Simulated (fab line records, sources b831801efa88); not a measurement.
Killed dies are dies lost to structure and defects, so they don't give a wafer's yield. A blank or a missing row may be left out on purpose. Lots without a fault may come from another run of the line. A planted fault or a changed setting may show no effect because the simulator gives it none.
Chamber matching | flow sky130 | SKY_METAL3_ETCH_17 on rie_diel-02: 4 sister chambers
The step etches SiO2 in C4F8/O2/Ar, stops on TiN, time 3.9 s, target depth 15 nm. 8 wafers are shown with their chamber, then 7 later ones without.

WAFERS WITH THEIR CHAMBER
wafer  | chamber | oes_product_au (a.u.)
L337.5 | 0       | 0.769
L337.6 | 1       | 0.761
L341.5 | 1       | 0.757
L342.3 | 2       | 0.753
L342.4 | 3       | 0.752
L342.5 | 2       | 0.765
L353.2 | 0       | 0.763
L353.4 | 3       | 0.771

WAFERS WITHOUT THEIR CHAMBER
wafer  | oes_product_au (a.u.)
L353.5 | 0.775
L354.3 | 0.743
L354.4 | 0.751
L354.5 | 0.740
L356.2 | 0.744
L356.3 | 0.751
L356.4 | 0.757

WHICH CHAMBER EACH WENT THROUGH
wafer  | from the rows above               | in truth
L353.5 | can't be placed: 0 or 3 or 1 or 2 | 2
L354.3 | can't be placed: 1 or 2 or 3 or 0 | 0
L354.4 | can't be placed: 1 or 2 or 3 or 0 | 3
L354.5 | can't be placed: 1 or 2 or 3 or 0 | 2
L356.2 | can't be placed: 1 or 2 or 3 or 0 | 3
L356.3 | can't be placed: 1 or 2 or 3 or 0 | 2
L356.4 | can't be placed: 1 or 2 or 3 or 0 | 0
Placed correctly: 0 of 7. Can't be placed from these rows: 7 (the true chamber is among the candidates in 7). Placed wrongly: 0.
How it was worked out, from the rows above alone: a wafer's distance from a chamber is the root of the sum, over the readings, of the square of ((its reading less the chamber's mean) divided by the reading's scatter). The wafer belongs to the nearest chamber; if the next one is less than 2 further off, it can't be placed. A chamber's mean is the mean of its shown wafers. The scatter: the root of (the sum of the squares of (reading less its chamber's mean) over the shown wafers, divided by (wafers less chambers)).
